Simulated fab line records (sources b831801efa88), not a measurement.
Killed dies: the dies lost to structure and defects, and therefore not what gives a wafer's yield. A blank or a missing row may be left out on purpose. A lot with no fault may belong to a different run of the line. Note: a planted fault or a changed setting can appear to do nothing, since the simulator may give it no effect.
fab line records	flow sky130
record: lots: 14	wafers: 42	last_day: 50
route steps=708 shown FIELD_ISO@24 NWELL@75 VT_ADJUST_HVTP@92
lots that met no fault: from a run of the same line without faults
start_h: hours from the record's first day to the start of the lot's first wafer shown	wait_h: hours from the lot's prior step to this one	" identical to the entry in the row above	L1.1+2: several wafers, shown together as one row	- no value present, or no start provided	* or withheld: withheld	< > ~ a bound
route shown NAME@n: names a module that has steps shown in the file, with the first one's number in the route	usual: the fault-free wafers' mean and standard deviation	same: alike in all rows	chamber/n: place in a boat	sites: the reading at each site	_std_site: the values' standard deviation	_edge_site: outer sites' mean less inner sites'	radius_mm: how far each site lies from the wafer's centre	mask NAME#n: copy n	behind: the last tool/chamber to shape the wafer	hold: cause of the lot's hold/its duration in hours/its outcome	device: transistor that didn't switch, given as n, p or np	end of line: at the end of the route, the tests of the same wafers	where a step has no rows: the recipe by itself	killed: the dies lost at the first sort to structure and to defects; this is not the yield of the wafer	map: dies across one wafer; x = killed, . = not, _ = none there
set.NAME: the run value of the setting; set.NAME@STEP: its run value at that earlier step	model.NAME: the simulator's own value behind a step, which no gauge read
route steps across a sampled set of lots; one table per step, one row per wafer
== steps ==
step: SKY_FIELD_ISO_THK_MEAS_23
recipe: reads: SiO2_of_FIELD_ISO_OXIDATION_22
usual: FIELD_ISO_OXIDATION_01_THK: 9.90/0.16
lot.wafer	tool	chamber	start_h	wait_h	FIELD_ISO_OXIDATION_01_THK[nm]
L585.1	film_metro-04	-	41.82	0.0	9.97
L585.2	"	-	"	"	10.21
L585.3	"	-	"	"	9.90
L584.2	film_metro-02	-	41.83	0.0	9.91
L584.3	"	-	"	"	10.04
L584.6	"	-	"	"	9.94
L586.1	film_metro-02	-	48.92	0.0	9.70
L586.3	"	-	"	"	9.59
L586.4	"	-	"	"	9.53
L587.2	film_metro-02	-	58.89	0.0	9.73
L587.3	"	-	"	"	9.93
L587.5	"	-	"	"	9.81
L588.2	film_metro-04	-	58.89	0.0	9.82
L588.3	"	-	"	"	9.93
L588.6	"	-	"	"	9.81
L590.3	film_metro-02	-	69.22	0.0	10.01
L590.4	"	-	"	"	10.12
L590.6	"	-	"	"	9.96
L591.2	film_metro-01	-	72.81	0.0	9.61
L591.4	"	-	"	"	9.88
L591.6	"	-	"	"	9.58
L592.1	film_metro-02	-	76.86	0.0	9.86
L592.4	"	-	"	"	9.88
L592.6	"	-	"	"	9.77
L593.1	film_metro-02	-	83.63	0.0	10.21
L593.2	"	-	"	"	10.08
L593.4	"	-	"	"	10.12
L595.1	film_metro-02	-	93.09	0.0	10.22
L595.3	"	-	"	"	10.31
L595.5	"	-	"	"	10.23
L598.1	film_metro-02	-	111.61	0.0	9.94
L598.4	"	-	"	"	9.96
L598.6	"	-	"	"	9.94
L599.1	film_metro-01	-	114.13	0.0	9.91
L599.2	"	-	"	"	9.98
L599.6	"	-	"	"	9.82
L604.1	film_metro-02	-	140.85	0.0	10.04
L604.3	"	-	"	"	10.05
L604.4	"	-	"	"	10.00
L605.4	film_metro-01	-	150.88	0.0	9.84
L605.5	"	-	"	"	9.83
L605.6	"	-	"	"	9.71
step: SKY_NWELL_DEVELOP_22
recipe: wall_angle_deg: 90	developer: TMAH	develop_time_s: 60	dev_temp_c: 23
usual: chill_plate_temp_C: 22.99/0.11	developer_temp_C: 23.00/0.1
lot.wafer	tool	chamber	start_h	wait_h	chill_plate_temp_C	developer_temp_C
L584.2	litho_track-03	0	114	-	22.94	23.00
L584.3	"	0	"	"	22.99	22.98
L584.6	"	0	"	"	22.99	22.70
L585.1	litho_track-01	0	115	-	22.97	22.96
L585.2	"	0	"	"	22.97	23.10
L585.3	"	0	"	"	23.17	22.90
L586.1	litho_track-03	0	121	-	22.92	23.04
L586.3	"	0	"	"	22.83	23.07
L586.4	"	0	"	"	22.80	23.15
L587.2	litho_track-03	0	134	-	23.07	22.97
L587.3	"	0	"	"	22.97	23.02
L587.5	"	0	"	"	23.00	23.04
L588.2	litho_track-03	0	135	-	23.19	23.08
L588.3	"	0	"	"	23.05	22.93
L588.6	"	0	"	"	22.94	22.89
L590.3	litho_track-04	0	146	-	23.03	22.89
L590.4	"	0	"	"	23.06	22.92
L590.6	"	0	"	"	22.96	23.01
L591.2	litho_track-01	0	150	-	22.87	22.92
L591.4	"	0	"	"	23.08	22.93
L591.6	"	0	"	"	23.20	23.17
L592.1	litho_track-03	0	158	-	22.89	23.01
L592.4	"	0	"	"	22.98	22.95
L592.6	"	0	"	"	22.88	22.89
L593.1	litho_track-01	0	162	-	22.88	23.04
L593.2	"	0	"	"	22.88	23.11
L593.4	"	0	"	"	23.08	23.06
L595.1	litho_track-04	0	177	-	23.13	23.03
L595.3	"	0	178	-	22.96	22.87
L595.5	"	0	"	"	23.10	23.05
L598.1	litho_track-04	0	196	-	23.04	22.94
L598.4	"	0	"	"	23.03	22.78
L598.6	"	0	"	"	23.16	22.90
L599.1	litho_track-04	0	199	-	22.91	23.09
L599.2	"	0	"	"	23.09	22.92
L599.6	"	0	"	"	22.88	22.92
L604.1	litho_track-01	0	231	-	23.09	22.98
L604.3	"	0	"	"	22.94	22.91
L604.4	"	0	"	"	22.90	22.94
L605.4	litho_track-01	0	251	-	23.07	22.88
L605.5	"	0	"	"	23.14	22.97
L605.6	"	0	"	"	22.88	23.11
step: SKY_NWELL_OVL_MEAS_23
usual: NWELL_01_OVL: 0.9/1.4
lot.wafer	tool	chamber	start_h	wait_h	NWELL_01_OVL[nm]
L584.2	overlay-02	-	114.73	-	-1.3
L584.3	"	-	"	"	-0.5
L584.6	"	-	"	"	-1.2
L585.1	overlay-01	-	115.99	-	1.8
L585.2	"	-	"	"	2.4
L585.3	"	-	"	"	2.6
L586.1	overlay-02	-	121.87	-	1.8
L586.3	"	-	"	"	1.0
L586.4	"	-	"	"	0.7
L587.2	overlay-02	-	134.18	-	2.4
L587.3	"	-	"	"	1.2
L587.5	"	-	"	"	2.1
L588.2	overlay-02	-	135.43	-	3.1
L588.3	"	-	"	"	2.7
L588.6	"	-	"	"	3.5
L590.3	overlay-01	-	146.74	-	2.2
L590.4	"	-	"	"	0.1
L590.6	"	-	"	"	0.6
L591.2	overlay-02	-	150.90	-	2.9
L591.4	"	-	"	"	2.1
L591.6	"	-	"	"	2.4
L592.1	overlay-01	-	158.37	-	2.5
L592.4	"	-	"	"	1.0
L592.6	"	-	"	"	1.2
L593.1	overlay-02	-	162.39	-	0.0
L593.2	"	-	"	"	-0.3
L593.4	"	-	"	"	-0.8
L595.1	overlay-01	-	178.13	-	0.9
L595.3	"	-	"	"	1.0
L595.5	"	-	"	"	1.4
L598.1	overlay-02	-	196.23	-	-
L598.4	"	-	"	"	-
L598.6	"	-	"	"	-
L599.1	overlay-02	-	199.88	-	-
L599.2	"	-	"	"	-
L599.6	"	-	"	"	-
L604.1	overlay-01	-	231.59	-	1.4
L604.3	"	-	"	"	0.8
L604.4	"	-	"	"	-0.4
L605.4	overlay-01	-	251.16	-	0.3
L605.5	"	-	"	"	1.5
L605.6	"	-	"	"	0.6
step: SKY_NWELL_TW_MEAS_26
usual: NWELL_2_TW: 498/6
lot.wafer	tool	chamber	start_h	wait_h	NWELL_2_TW
L584.2	film_metro-04	-	115.02	0.1	504
L584.3	"	-	"	"	499
L584.6	"	-	"	"	502
L585.1	film_metro-02	-	116.28	0.1	486
L585.2	"	-	"	"	489
L585.3	"	-	"	"	488
L586.1	film_metro-02	-	122.16	0.1	489
L586.3	"	-	"	"	490
L586.4	"	-	"	"	492
L587.2	film_metro-04	-	134.47	0.1	504
L587.3	"	-	"	"	504
L587.5	"	-	"	"	505
L588.2	film_metro-02	-	135.72	0.1	493
L588.3	"	-	"	"	490
L588.6	"	-	"	"	492
L590.3	film_metro-03	-	147.05	0.1	499
L590.4	"	-	"	"	497
L590.6	"	-	"	"	498
L591.2	film_metro-03	-	151.19	0.1	500
L591.4	"	-	"	"	499
L591.6	"	-	"	"	501
L592.1	film_metro-04	-	158.66	0.1	505
L592.4	"	-	"	"	505
L592.6	"	-	"	"	503
L593.1	film_metro-02	-	162.68	0.1	488
L593.2	"	-	"	"	491
L593.4	"	-	"	"	493
L595.1	film_metro-03	-	178.56	0.1	503
L595.3	"	-	"	"	499
L595.5	"	-	"	"	504
L598.1	film_metro-02	-	196.51	0.1	30
L598.4	"	-	"	"	30
L598.6	"	-	"	"	30
L599.1	film_metro-03	-	200.16	0.1	30
L599.2	"	-	"	"	30
L599.6	"	-	"	"	30
L604.1	film_metro-04	-	231.88	0.1	502
L604.3	"	-	"	"	505
L604.4	"	-	"	"	505
L605.4	film_metro-02	-	251.45	0.1	494
L605.5	"	-	"	"	491
L605.6	"	-	"	"	493
step: SKY_VT_ADJUST_HVTP_CD_MEAS_07
recipe: target_cd_nm: 380
usual: cd_nm: 380.5/2.6
lot.wafer	tool	chamber	start_h	wait_h	cd_nm
L584.2	cd_sem-02	-	134.13	0.1	383.0
L584.3	"	-	"	"	382.6
L584.6	"	-	"	"	381.4
L585.1	cd_sem-01	-	134.47	0.1	375.4
L585.2	"	-	"	"	377.5
L585.3	"	-	"	"	375.6
L586.1	cd_sem-02	-	141.52	0.1	377.7
L586.3	"	-	"	"	376.5
L586.4	"	-	"	"	375.3
L587.2	cd_sem-01	-	154.39	0.1	383.9
L587.3	"	-	"	"	382.9
L587.5	"	-	"	"	383.2
L588.2	cd_sem-01	-	155.85	0.2	379.6
L588.3	"	-	"	"	380.3
L588.6	"	-	"	"	381.6
L590.3	cd_sem-01	-	167.48	0.1	383.3
L590.4	"	-	"	"	383.8
L590.6	"	-	"	"	384.9
L591.2	cd_sem-02	-	170.68	0.1	381.9
L591.4	"	-	"	"	381.8
L591.6	"	-	"	"	381.8
L592.1	cd_sem-01	-	179.11	0.1	380.9
L592.4	"	-	"	"	380.0
L592.6	"	-	"	"	378.9
L593.1	cd_sem-01	-	183.31	0.1	382.7
L593.2	"	-	"	"	381.2
L593.4	"	-	"	"	381.3
L595.1	cd_sem-01	-	200.07	0.1	375.8
L595.3	"	-	"	"	379.5
L595.5	"	-	"	"	379.7
L598.1	cd_sem-02	-	218.06	0.1	380.6
L598.4	"	-	"	"	381.5
L598.6	"	-	"	"	381.7
L599.1	cd_sem-01	-	221.87	0.1	381.4
L599.2	"	-	"	"	381.2
L599.6	"	-	"	"	383.1
L604.1	cd_sem-01	-	256.35	0.1	380.5
L604.3	"	-	"	"	380.0
L604.4	"	-	"	"	382.0
L605.4	cd_sem-01	-	275.55	0.1	378.2
L605.5	"	-	"	"	381.4
L605.6	"	-	"	"	379.0
step: SKY_VT_ADJUST_HVTP_OVL_MEAS_08
usual: VT_ADJUST_HVTP_OVL: 0.1/1.5
lot.wafer	tool	chamber	start_h	wait_h	VT_ADJUST_HVTP_OVL[nm]
L584.2	overlay-01	-	134.23	0.1	-0.1
L584.3	"	-	"	"	0.0
L584.6	"	-	"	"	0.6
L585.1	overlay-02	-	134.59	0.1	-0.7
L585.2	"	-	"	"	0.1
L585.3	"	-	"	"	-3.0
L586.1	overlay-02	-	141.64	0.1	2.7
L586.3	"	-	"	"	1.8
L586.4	"	-	"	"	3.8
L587.2	overlay-01	-	154.50	0.1	-2.8
L587.3	"	-	"	"	-3.3
L587.5	"	-	"	"	-4.0
L588.2	overlay-01	-	155.95	0.1	0.3
L588.3	"	-	"	"	0.4
L588.6	"	-	"	"	0.8
L590.3	overlay-01	-	167.57	0.1	1.0
L590.4	"	-	"	"	1.7
L590.6	"	-	"	"	1.9
L591.2	overlay-02	-	170.78	0.1	0.3
L591.4	"	-	"	"	0.7
L591.6	"	-	"	"	-0.1
L592.1	overlay-02	-	179.23	0.1	1.0
L592.4	"	-	"	"	-1.6
L592.6	"	-	"	"	-0.8
L593.1	overlay-02	-	183.43	0.1	0.0
L593.2	"	-	"	"	0.4
L593.4	"	-	"	"	-0.9
L595.1	overlay-01	-	200.19	0.1	-0.1
L595.3	"	-	"	"	-1.0
L595.5	"	-	"	"	-1.0
L598.1	overlay-02	-	218.18	0.1	0.4
L598.4	"	-	"	"	0.9
L598.6	"	-	"	"	-1.0
L599.1	overlay-01	-	221.99	0.1	-0.6
L599.2	"	-	"	"	-0.8
L599.6	"	-	"	"	-0.9
L604.1	overlay-02	-	256.47	0.1	2.6
L604.3	"	-	"	"	1.9
L604.4	"	-	"	"	3.1
L605.4	overlay-01	-	275.63	0.1	-0.8
L605.5	"	-	"	"	0.3
L605.6	"	-	"	"	0.3
== key ==
first_sign: step: SKY_NWELL_OVL_MEAS_23	reading: NWELL_01_OVL	direction: missing
effect: step: SKY_NWELL_TW_MEAS_26	reading: NWELL_2_TW	direction: down	sigmas: 78	usual: 498	struck: 30
met_at SKY_NWELL_DEVELOP_22
struck_lots L598,L599
sort_left_out L598.1,L598.4,L598.6,L599.1,L599.2,L599.6
tester_left_out L598,L599
not_acting_at SKY_FIELD_ISO_THK_MEAS_23,SKY_VT_ADJUST_HVTP_CD_MEAS_07,SKY_VT_ADJUST_HVTP_OVL_MEAS_08
onset_between 177 196
fault: kind: process_parameter_drift	tool: litho_track-04	chamber: -	onset_h: 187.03	steps: SKY_NWELL_DEVELOP_22	channel: develop_time_s	offset: *	shape: step	end_h: 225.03	acts_in: *	stated: *
tester_left_out: of these lots the tester's yield and bins aren't shown, on N5 and GAA mostly nor the transistor test; their killed dies are dies lost to structure and defects alone, not to doping, threshold or leakage, so they don't give the yield
sort_left_out: the simulated sort isn't trusted on such a fault, so these wafers' sort isn't shown, and their yield isn't known
